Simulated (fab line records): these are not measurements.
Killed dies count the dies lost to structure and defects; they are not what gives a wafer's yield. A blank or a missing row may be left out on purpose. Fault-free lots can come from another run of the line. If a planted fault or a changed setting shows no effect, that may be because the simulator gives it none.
A lot that was struck, set against a sound lot -- flow sky130 -- 17 steps out of a route of 708
Sound: these wafers, L421.2, L421.3, L421.6. Struck: wafer L433.4 (left out: L433.2, L433.6 of the same lot, which were not struck); the cause appears at the end.
Per side, at each step with rows, come the tool, then ch with its chambers, and then its first start. Under that, the readings that differ: sound wafers -- struck wafers -- difference of the means -- sigmas: that difference in standard deviations of wafers without a fault.
alike: words and numbers the same on both sides, and readings whose means are apart by under 2 such deviations; not compared: readings that were withheld, readings missing a value for some wafer, numbers with overlapping values and no deviation given by the record, and bounds like >300 which may hide the same value.
A row with sigmas, a row that says differs or no value, or rows on one side alone: a step with any of these is where the two part. When numbers do not overlap yet have no deviation, they are printed without sigmas and do not part them. A reading that every wafer of one side lacks parts them only if that side has two wafers or more.

SKY_METAL4_SPUTTER_04: material TiN, target thk 70 nm, time 58.3 s.
  sound: pvd sputter-02 at day 39 20:29; struck: pvd sputter-02 at day 43 11:10
  alike: throttle valve pct
SKY_CAP2M_CVD_00: deposits SiO2, target thk 15.5 nm.
  sound on pecvd-02 ch 0,1, day 39 20:32; struck on pecvd-04 ch 0, day 43 11:13
reading,sound,struck,difference,sigmas
heater power w (W),765 817 820,602,-199,-3
  alike: susceptor temp C
SKY_CAP2M_THK_MEAS_01:
  sound: film metro-03 at day 39 20:34; struck: film metro-03 at day 43 11:15
  alike: CAP2M_CVD_00_THK
SKY_CAP2M_SPUTTER_02: material TiN, target thk 200 nm, time 166.7 s.
  sound: pvd sputter-02 at day 39 20:37; struck: pvd sputter-01 at day 43 11:18
  alike: susceptor temp C, throttle valve pct
SKY_CAP2M_RS_MEAS_03: measurement is done with a four-point probe.
  sound: film metro-01 at day 39 20:45; struck: film metro-04 at day 43 11:26
  alike: CAP2M_TIN_RS
SKY_CAP2M_THK_MEAS_04: measures by xrf.
  sound: film metro-01 at day 39 20:52; struck: film metro-04 at day 43 11:32
  alike: CAP2M_TIN_THK
then, 6 steps without rows for these wafers: SKY_CAP2M_DEHYDRATE_05 (time 60 s); SKY_CAP2M_HMDS_06 (prime time 60 s); SKY_CAP2M_COAT_07 (resist thk 1140 nm); SKY_CAP2M_SOFTBAKE_08 (time 60 s); SKY_CAP2M_EXPOSE_09 (exposes mask CAP2M, target cd 1000 nm); SKY_CAP2M_PEB_10.
SKY_CAP2M_DEVELOP_11: develop time 60 s.
  sound on litho track-01 ch 0, day 40 20:55; struck on litho track-01 ch 0, day 44 09:34
SKY_CAP2M_OVL_MEAS_12:
  sound: overlay-02 at day 40 21:02; struck: overlay-01 at day 44 09:41
  alike: CAP2M_OVL
SKY_CAP2M_METAL_ETCH_13: etches TiN in Cl2/BCl3, stops on SiO2, target depth 220 nm, time 62.9 s.
  sound on rie metal-01 ch 0, day 40 21:04; struck on rie metal-01 ch 0, day 44 09:43
reading,sound,struck,difference,sigmas
model.CAP2M.cd nm (nm),1001 1002 1003,1023,+21,
  alike: bias w, drypump motor current A, oes product au, throttle valve pct
  not compared: rf hours counter h
SKY_CAP2M_STRIP_14: strips in O2/N2.
  sound on plasma asher-01 ch 0,1, day 40 21:09; struck on plasma asher-01 ch 0, day 44 09:48
  alike: drypump motor current A, oes product au, strip time to endpoint s
  not compared: rf hours counter h
-- the record jumps here: 4 days lie between the struck wafers' starts before and after (it left off in module CAP2M and takes up again in module PAD_OPEN, whose first step shown is number 708 of the route) --
SKY_PAD_OPEN_PROBE_99:
  only the struck wafers here have rows in the record (prober-01, day 48 20:32); the sound ones have none

== WHERE THEY PART ==
Last at SKY_PAD_OPEN_PROBE_99 as far as this record goes, first at SKY_CAP2M_CVD_00.

WHY: what had been put in by the simulator
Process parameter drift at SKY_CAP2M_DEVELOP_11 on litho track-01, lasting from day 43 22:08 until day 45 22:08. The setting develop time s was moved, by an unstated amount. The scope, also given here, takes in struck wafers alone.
